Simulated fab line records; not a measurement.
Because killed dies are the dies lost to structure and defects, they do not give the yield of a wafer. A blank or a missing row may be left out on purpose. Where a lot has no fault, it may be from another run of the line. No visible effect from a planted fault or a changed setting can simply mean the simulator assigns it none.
What tool caused it? + flow gf180mcu + 12 lots with 36 wafers sampled at 6 steps, on a route of 602 steps

WHAT THE GAUGES READ, wafer by wafer
GF_VT_IMPLANT_TW_MEAS_43. Usual: VT_IMPLANT_4_TW typically reads 692, with standard deviation 6.1.
| lot  | measured     | on            | VT_IMPLANT_4_TW   | flag |
|------|--------------|---------------|-------------------|------|
| L197 | day 7 15:46  | film-metro-03 | 694 690 694       |      |
| L201 | day 9 00:53  | film-metro-02 | 684 689 685       |      |
| L204 | day 10 03:14 | film-metro-02 | 691 692 693       |      |
| L207 | day 10 08:01 | film-metro-04 | 30 31 30 30 30 30 | OFF  |
| L208 | day 10 17:53 | film-metro-04 | 30 30 30 30 30 30 | OFF  |
| L209 | day 11 05:08 | film-metro-03 | 30 30 30 30 30 30 | OFF  |
| L213 | day 12 07:10 | film-metro-04 | 694 696 698       |      |
| L214 | day 12 10:35 | film-metro-03 | 691 685 689       |      |
| L215 | day 12 22:09 | film-metro-04 | 700 698 697       |      |
| L216 | day 13 03:06 | film-metro-02 | 691 690 693       |      |
| L219 | day 14 00:53 | film-metro-04 | 694 693 691       |      |
| L220 | day 14 10:15 | film-metro-02 | 684 685 687       |      |

GF_CONTACT_THK_MEAS_03. Usual: CONTACT_CVD_02_THK typically reads 858 nm, with standard deviation 11.
| lot  | measured     | on            | CONTACT_CVD_02_THK (nm) | flag |
|------|--------------|---------------|-------------------------|------|
| L197 | day 15 08:29 | film-metro-01 | 858 864 879             |      |
| L201 | day 17 06:53 | film-metro-04 | 856 857 873             |      |
| L204 | day 18 23:57 | film-metro-01 | 850 854 873             |      |
| L213 | day 21 13:13 | film-metro-03 | 846 845 841             |      |
| L214 | day 21 14:12 | film-metro-03 | 855 836 859             |      |
| L215 | day 22 08:30 | film-metro-01 | 848 872 863             |      |
| L216 | day 22 13:20 | film-metro-01 | 850 862 869             |      |
| L219 | day 23 11:40 | film-metro-01 | 856 863 858             |      |
| L220 | day 23 18:42 | film-metro-04 | 866 874 873             |      |

GF_V1_RS_MEAS_24: uses a four-point probe to measure. Usual: V1_W_RS typically reads 0.328 ohm/sq, with standard deviation 0.0042.
| lot  | measured     | on            | V1_W_RS (ohm/sq)  | flag |
|------|--------------|---------------|-------------------|------|
| L197 | day 18 09:19 | film-metro-02 | 0.325 0.318 0.321 |      |
| L201 | day 20 12:47 | film-metro-01 | 0.323 0.325 0.331 |      |
| L204 | day 22 07:10 | film-metro-03 | 0.340 0.325 0.330 |      |
| L213 | day 24 14:41 | film-metro-01 | 0.323 0.330 0.323 |      |
| L214 | day 24 15:33 | film-metro-03 | 0.324 0.323 0.327 |      |
| L215 | day 25 09:43 | film-metro-03 | 0.332 0.326 0.329 |      |
| L216 | day 25 12:55 | film-metro-02 | 0.327 0.322 0.330 |      |
| L219 | day 26 11:52 | film-metro-03 | 0.330 0.325 0.325 |      |
| L220 | day 26 16:43 | film-metro-03 | 0.322 0.322 0.328 |      |

WHAT TOOL EACH LOT RAN ON (gives the tool, then ch and the chambers of the sampled wafers, and finally the start)
| lot  | GF_VT_IMPLANT_STRIP_31               | GF_VT_IMPLANT_STRIP_42               | GF_V1_ETCH_17                                 |
|------|--------------------------------------|--------------------------------------|-----------------------------------------------|
| L197 | plasma-asher-03 ch 0,1, day 6 23:44  | plasma-asher-03 ch 1, day 7 15:39    | rie-diel-03 ch 2,3, day 18 09:19 or earlier   |
| L201 | plasma-asher-01 ch 0, day 8 07:12    | plasma-asher-01 ch 0, day 9 00:47    | rie-diel-03 ch 0,1,2, day 20 12:47 or earlier |
| L204 | plasma-asher-01 ch 0, day 9 08:51    | plasma-asher-01 ch 0,1, day 10 03:08 | rie-diel-03 ch 0,2, day 22 07:10 or earlier   |
| L207 | plasma-asher-01 ch 0, day 9 13:12    | plasma-asher-01 ch 0,1, day 10 07:54 | -                                             |
| L208 | plasma-asher-02 ch 0,1, day 9 23:35  | plasma-asher-02 ch 0,1, day 10 17:47 | -                                             |
| L209 | plasma-asher-01 ch 0,1, day 10 10:05 | plasma-asher-03 ch 0,1, day 11 05:02 | -                                             |
| L213 | plasma-asher-01 ch 0,1, day 11 11:35 | plasma-asher-02 ch 0,1, day 12 07:04 | rie-diel-04 ch 0,1,2, day 24 14:41 or earlier |
| L214 | plasma-asher-02 ch 0,1, day 11 14:32 | plasma-asher-01 ch 0,1, day 12 10:29 | rie-diel-03 ch 1,2, day 24 15:33 or earlier   |
| L215 | plasma-asher-02 ch 0,1, day 11 23:14 | plasma-asher-01 ch 0,1, day 12 22:02 | rie-diel-02 ch 0,2,3, day 25 09:43 or earlier |
| L216 | plasma-asher-01 ch 0,1, day 12 06:38 | plasma-asher-02 ch 0,1, day 13 02:59 | rie-diel-04 ch 2,3, day 25 12:55 or earlier   |
| L219 | plasma-asher-03 ch 0,1, day 13 04:44 | plasma-asher-02 ch 0,1, day 14 00:49 | rie-diel-02 ch 0,2,3, day 26 11:52 or earlier |
| L220 | plasma-asher-01 ch 0,1, day 13 12:50 | plasma-asher-02 ch 0,1, day 14 10:08 | rie-diel-04 ch 0,2,3, day 26 16:43 or earlier |
- GF_VT_IMPLANT_STRIP_31: strips in O2/N2.
- GF_VT_IMPLANT_STRIP_42: strips in O2/N2.
- GF_V1_ETCH_17: etches SiO2 in C4F8/O2/Ar, stops on TiN, target depth 630 nm.

AS READ BY THE TOOLS THEMSELVES (means over the sampled wafers that have a number; for cases with no such wafer, the mark the record gives instead)
GF_VT_IMPLANT_STRIP_31. Usual: chamber-pressure-mTorr 1499.8 mTorr, standard deviation 1.4; drypump-motor-current-A 5.7 A, standard deviation 0.35; heater-power-w 335 W, standard deviation 32; oes-product-au 0.716 a.u., standard deviation 0.0045; strip-time-to-endpoint-s 12.64 s, standard deviation 0.034.
| lot  | tool            | chamber-pressure-mTorr (mTorr) | drypump-motor-current-A (A) | heater-power-w (W) | oes-product-au (a.u.) | strip-time-to-endpoint-s (s) | flag |
|------|-----------------|--------------------------------|-----------------------------|--------------------|-----------------------|------------------------------|------|
| L197 | plasma-asher-03 | 1498.6                         | 5.6                         | 368                | 0.720                 | 12.62                        |      |
| L201 | plasma-asher-01 | 1499.4                         | 5.9                         | 312                | 0.717                 | 12.57                        |      |
| L204 | plasma-asher-01 | 1499.3                         | 5.9                         | 307                | 0.714                 | 12.68                        |      |
| L207 | plasma-asher-01 | -                              | -                           | -                  | -                     | -                            | OFF  |
| L208 | plasma-asher-02 | -                              | -                           | -                  | -                     | -                            | OFF  |
| L209 | plasma-asher-01 | -                              | -                           | -                  | -                     | -                            | OFF  |
| L213 | plasma-asher-01 | 1500.6                         | 5.8                         | 330                | 0.718                 | 12.66                        |      |
| L214 | plasma-asher-02 | 1500.1                         | 5.8                         | 327                | 0.717                 | 12.61                        |      |
| L215 | plasma-asher-02 | 1499.3                         | 5.7                         | 328                | 0.715                 | 12.70                        |      |
| L216 | plasma-asher-01 | 1499.1                         | 5.8                         | 325                | 0.717                 | 12.63                        |      |
| L219 | plasma-asher-03 | 1499.3                         | 5.2                         | 334                | 0.715                 | 12.63                        |      |
| L220 | plasma-asher-01 | 1499.6                         | 5.8                         | 325                | 0.718                 | 12.65                        |      |

GF_VT_IMPLANT_STRIP_42. Usual: chamber-pressure-mTorr 1500.2 mTorr, standard deviation 1.3; drypump-motor-current-A 5.7 A, standard deviation 0.34; heater-power-w 335 W, standard deviation 32; oes-product-au 0.716 a.u., standard deviation 0.0045; strip-time-to-endpoint-s 12.64 s, standard deviation 0.032.
| lot  | tool            | chamber-pressure-mTorr (mTorr) | drypump-motor-current-A (A) | heater-power-w (W) | oes-product-au (a.u.) | strip-time-to-endpoint-s (s) | flag |
|------|-----------------|--------------------------------|-----------------------------|--------------------|-----------------------|------------------------------|------|
| L197 | plasma-asher-03 | 1500.5                         | 4.8                         | 297                | 0.710                 | 12.65                        |      |
| L201 | plasma-asher-01 | 1498.6                         | 5.9                         | 306                | 0.716                 | 12.63                        |      |
| L204 | plasma-asher-01 | 1499.2                         | 5.9                         | 322                | 0.716                 | 12.65                        |      |
| L207 | plasma-asher-01 | 1499.4                         | 5.8                         | 325                | 0.720                 | 27.64                        | OFF  |
| L208 | plasma-asher-02 | 1501.5                         | 5.8                         | 332                | 0.717                 | 27.64                        | OFF  |
| L209 | plasma-asher-03 | 1501.1                         | 5.2                         | 337                | 0.716                 | 27.63                        | OFF  |
| L213 | plasma-asher-02 | 1499.9                         | 5.7                         | 323                | 0.715                 | 12.63                        |      |
| L214 | plasma-asher-01 | 1500.1                         | 5.8                         | 324                | 0.718                 | 12.62                        |      |
| L215 | plasma-asher-01 | 1500.0                         | 5.8                         | 330                | 0.716                 | 12.65                        |      |
| L216 | plasma-asher-02 | 1499.7                         | 5.7                         | 322                | 0.715                 | 12.65                        |      |
| L219 | plasma-asher-02 | 1501.6                         | 5.7                         | 326                | 0.717                 | 12.66                        |      |
| L220 | plasma-asher-02 | 1500.1                         | 5.8                         | 329                | 0.721                 | 12.69                        |      |

GF_V1_ETCH_17. Usual: chamber-pressure-mTorr 40.00 mTorr, standard deviation 0.036; oes-product-au 0.856 a.u., standard deviation 0.0043.
| lot  | tool        | chamber-pressure-mTorr (mTorr) | oes-product-au (a.u.) | flag |
|------|-------------|--------------------------------|-----------------------|------|
| L197 | rie-diel-03 | 40.02                          | 0.856                 |      |
| L201 | rie-diel-03 | 40.02                          | 0.861                 |      |
| L204 | rie-diel-03 | 39.98                          | 0.856                 |      |
| L213 | rie-diel-04 | 39.99                          | 0.855                 |      |
| L214 | rie-diel-03 | 40.04                          | 0.857                 |      |
| L215 | rie-diel-02 | 40.02                          | 0.852                 |      |
| L216 | rie-diel-04 | 39.98                          | 0.860                 |      |
| L219 | rie-diel-02 | 39.98                          | 0.856                 |      |
| L220 | rie-diel-04 | 40.01                          | 0.857                 |      |

THE ANSWER, worked out from the rows above alone
Rule: take the mean of a lot's wafers that have a number; if it is more than 3 standard deviations from the usual mean, the lot is off. Also off: a lot with no number at a reading for which 4 or more lots have one. The other lots that the step has rows for count as sound. The gauges are gone through in route order, then the tools' own readings, and for those a lot's mean is taken as printed above. At the first step where some lot is off, the reading lying furthest off is the one used; lots without a number count as furthest.
Off: L207, L208, L209, at GF_VT_IMPLANT_TW_MEAS_43 (VT_IMPLANT_4_TW).
If a tool, at a process step before that reading, ran all the lots that are off and no sound lot after the first of them, it fits. Not tried: the gauges at GF_VT_IMPLANT_TW_MEAS_43; whatever is off there is also off at GF_VT_IMPLANT_STRIP_31, on other tools, and gauge error can't account for it. Of those tried, none fits.

WHAT WAS PUT IN BY THE SIMULATOR
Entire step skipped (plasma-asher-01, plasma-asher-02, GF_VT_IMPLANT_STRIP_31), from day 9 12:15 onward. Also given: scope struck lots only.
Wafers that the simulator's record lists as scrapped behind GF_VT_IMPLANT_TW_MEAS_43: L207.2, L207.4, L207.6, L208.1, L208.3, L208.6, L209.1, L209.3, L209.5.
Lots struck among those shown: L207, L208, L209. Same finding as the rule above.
